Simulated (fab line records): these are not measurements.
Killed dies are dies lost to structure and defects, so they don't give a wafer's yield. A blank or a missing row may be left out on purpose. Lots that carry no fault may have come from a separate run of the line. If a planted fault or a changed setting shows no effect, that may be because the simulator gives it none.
One fault through the eyes of 2 desks ; flow gf180mcu ; only its own numbers are on each desk; what lay behind them is given at the end

## AT THE TOOL OWNER'S DESK: plasmaAsher-04
The tool's own readings at GF_M4_STRIP_17 (strips in O2/N2): means of the sampled wafers that have a number, for each lot that ran on this tool. The brackets show how far a lot's mean lies from the usual mean; more than 4 standard deviations puts the lot out of limits, marked OUT.
Columns: A = chamberPressureMTorr at GF_M4_STRIP_17, usual 1499.9 mTorr; B = drypumpMotorCurrentA at GF_M4_STRIP_17, usual 5.46 A; C = heaterPowerW at GF_M4_STRIP_17, usual 348 W; D = o2FlowSccm at GF_M4_STRIP_17, usual 3000 sccm; E = oesProductAu at GF_M4_STRIP_17, usual 0.538 a.u.; F = stripTimeToEndpointS at GF_M4_STRIP_17, usual 7.39 s
lot;first seen here;A;B;C;D;E;F
L168;day 23 12:24;1499.7;5.43;361;3006;0.539;7.41
L177;day 27 15:06;1500.0;5.23;322;2997;0.538;7.37
L182;day 28 16:49;1500.8;5.24;323;3005;0.542;7.47
L186;day 29 12:14;1499.6;5.43;359;3003;0.534;7.32
L187;day 29 16:12;1499.8;5.42;360;2999;0.537;7.38
This desk's verdict: no lot among the 5 shows anything out of limits.

## AT THE METROLOGY DESK
What the gauges read for every lot (on any tool): the sampled wafers with a number, averaged. The brackets show how far a lot's mean lies from the usual mean; more than 4 standard deviations puts the lot out of limits, marked OUT.
Columns: A = V3_W_THK at GF_V3_THK_MEAS_25, usual 347 nm; B = V4_CVD_00_THK at GF_V4_THK_MEAS_01, usual 597 nm
lot;first seen here;A;B
L167;day 22 03:35;350;604
L168;day 22 12:20;351;598
L171;day 23 11:45;344;590
L172;day 23 23:04;356;605
L174;day 25 08:37;345;597
L175;day 25 09:55;346;596
L177;day 26 17:47;338;593
L181;day 27 16:22;348;594
L182;day 27 20:30;346;600
L185;day 28 15:01;340;598
L186;day 28 16:49;345;596
L187;day 28 20:35;339;596
L189;day 29 09:58;346;592
L190;day 29 16:46;350;598
This desk's verdict: no lot among the 14 shows anything out of limits.

## ALL TOGETHER
Nothing out of limits was seen by the tool owner's desk.
Metrology desk: nothing out of limits seen.

## WHAT THE SIMULATOR HAD PUT IN
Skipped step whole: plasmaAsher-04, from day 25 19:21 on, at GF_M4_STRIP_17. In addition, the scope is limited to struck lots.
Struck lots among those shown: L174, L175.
